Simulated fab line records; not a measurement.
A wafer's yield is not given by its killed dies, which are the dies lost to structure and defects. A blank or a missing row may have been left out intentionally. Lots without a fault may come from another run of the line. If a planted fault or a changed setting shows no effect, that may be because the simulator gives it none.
Chamber matching :: flow sky130 :: cmp-02 running SKY_VIA2_CMP_24: 4 sister chambers
The step polishes, stops on SiO2, t overpolish 20 s, target thk 0 nm. 4 wafers are shown with their chamber, then 9 later ones without.

WAFERS, EACH WITH ITS CHAMBER
wafer: L278.3
chamber: 0
motor current A (A): 10.2

wafer: L280.6
chamber: 3
motor current A (A): 11.3

wafer: L284.1
chamber: 1
motor current A (A): 11.3

wafer: L284.5
chamber: 2
motor current A (A): 12.1

WAFERS WITH NO CHAMBER GIVEN
wafer: L288.1
motor current A (A): 12.1

wafer: L288.4
motor current A (A): 11.7

wafer: L288.6
motor current A (A): 11.7

wafer: L289.1
motor current A (A): 11.2

wafer: L289.3
motor current A (A): 12.2

wafer: L289.6
motor current A (A): 11.7

wafer: L291.1
motor current A (A): 9.5

wafer: L291.2
motor current A (A): 12.2

wafer: L291.6
motor current A (A): 9.7

CHAMBER TAKEN BY EACH
wafer: L288.1
from the rows above: 2
in truth: 2

wafer: L288.4
from the rows above: can't be placed: 1 or 3 or 2
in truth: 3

wafer: L288.6
from the rows above: can't be placed: 1 or 3 or 2
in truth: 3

wafer: L289.1
from the rows above: can't be placed: 1 or 3
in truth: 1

wafer: L289.3
from the rows above: 2
in truth: 2

wafer: L289.6
from the rows above: can't be placed: 1 or 3 or 2
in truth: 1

wafer: L291.1
from the rows above: 0
in truth: 0

wafer: L291.2
from the rows above: 2
in truth: 2

wafer: L291.6
from the rows above: 0
in truth: 0
5 of 9 placed correctly. Not placeable from these rows: 4 (in 4, the candidates include the true chamber). 0 placed wrongly.
How it was worked out, from the rows above alone: a wafer's distance from a chamber is the root of the sum, over the readings, of the square of ((its reading less the chamber's mean) divided by the reading's scatter). The wafer belongs to the nearest chamber; if the next one is less than 2 further off, it can't be placed. Each chamber's mean is taken over the wafers shown for it. The scatter: with one shown wafer a chamber, the root of the mean of the squares of how far each hidden wafer lies from its nearest shown one.
